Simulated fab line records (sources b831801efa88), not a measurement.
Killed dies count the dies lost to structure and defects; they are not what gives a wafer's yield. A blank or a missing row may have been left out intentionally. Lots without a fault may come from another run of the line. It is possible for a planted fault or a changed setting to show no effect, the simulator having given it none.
Problem report, 8D (eight disciplines) form, completed by code :: flow sky130 :: the parts of the form that need people (team, actions taken, sign-off) are left out

== 1. THE PROBLEM ==
Wafers without a fault read 56.59 W, standard deviation 0.047; heater power total W at SKY_SONOS_ONO_SOFTBAKE_09 reads a mean of 57.33 W on 3 wafers belonging to 2 lots. That puts it +16 standard deviations away from the usual mean.
The step: time 60 s.
Earliest sighting: wafer L837.2 on litho track-04 at day 18 00:59. The record holds 36 wafers of 12 lots with a number at this step. By rule, "out" or "out of limits" means more than 4 standard deviations away from the usual mean. The rest of the wafers with a number are treated as sound.

== 2. WHAT IT IS, WHAT IT ISN'T ==
question: which readings at this step
is: heater power total W, run length s
is not: -

question: which lots
is: L837, L838
is not: L820, L823, L825, L826, L828, L829, L831, L833, L835, L840

question: which wafers of those lots
is: L837.2, L838.1, L838.5
is not: L837.3, L837.6, L838.4

question: read on which tools
is: litho track-04
is not: litho track-01, litho track-03

question: when
is: from day 18 00:59
is not: up to then (29 sound wafers); but 4 sound wafers of L838, L840 came after

== 3. SUSPECTS, AND WHAT RULES EACH OUT ==
Counting: a tool at a process step up to the reading stays a suspect if it ran every lot that is out. Sound lots after the first of them don't rule it out here, since some wafers of a struck lot are sound.
- plasma asher-03 at SKY_VT_ADJUST_HVTR_STRIP_10 (strips in O2/N2): kept. It processed each lot that is out (first: L837, day 14 22:30); up to then, its last sound lot is L833 (day 13 13:22).
- litho track-04 at SKY_SONOS_ONO_SOFTBAKE_09 (time 60 s): kept. It processed each lot that is out (first: L837, day 18 00:59); up to then, its last sound lot is L835 (day 17 05:31). Its own heater power total W, run length s readings are out on those wafers.
Left after counting: plasma asher-03 at SKY_VT_ADJUST_HVTR_STRIP_10, litho track-04 at SKY_SONOS_ONO_SOFTBAKE_09.

== 4. THE CAUSE (what the simulator had put in) ==
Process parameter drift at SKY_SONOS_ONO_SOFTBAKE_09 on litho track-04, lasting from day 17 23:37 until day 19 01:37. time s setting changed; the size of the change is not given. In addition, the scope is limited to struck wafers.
Counting left 2 suspects, and this tool is among them.

== 5. THE EFFECT CHAIN, in route order ==
Each row: a reading where the mean over the struck wafers with a number is more than 3 standard deviations away from the usual. Scope: only readings with a usual standard deviation given in the record; hours: median across lots of the time from each lot's start at the first step in this table that gives one to its start at this step; sigmas: change in usual standard deviations.
hours: 0
step: SKY_SONOS_ONO_SOFTBAKE_09
reading: heater power total W
usual: 56.59 W
on struck wafers: 57.33
change: +0.74
sigmas: +16

hours: 0
step: SKY_SONOS_ONO_SOFTBAKE_09
reading: run length s
usual: 89.30 s
on struck wafers: 87.14
change: -2.16
sigmas: -8.3
The process steps in it:
- SKY_SONOS_ONO_SOFTBAKE_09: time 60 s.

== 6. HOW IT WOULD HAVE BEEN CAUGHT EARLIER ==
In this record the first reading out of limits was taken at day 18 00:59, 1 hour after the fault began at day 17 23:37.
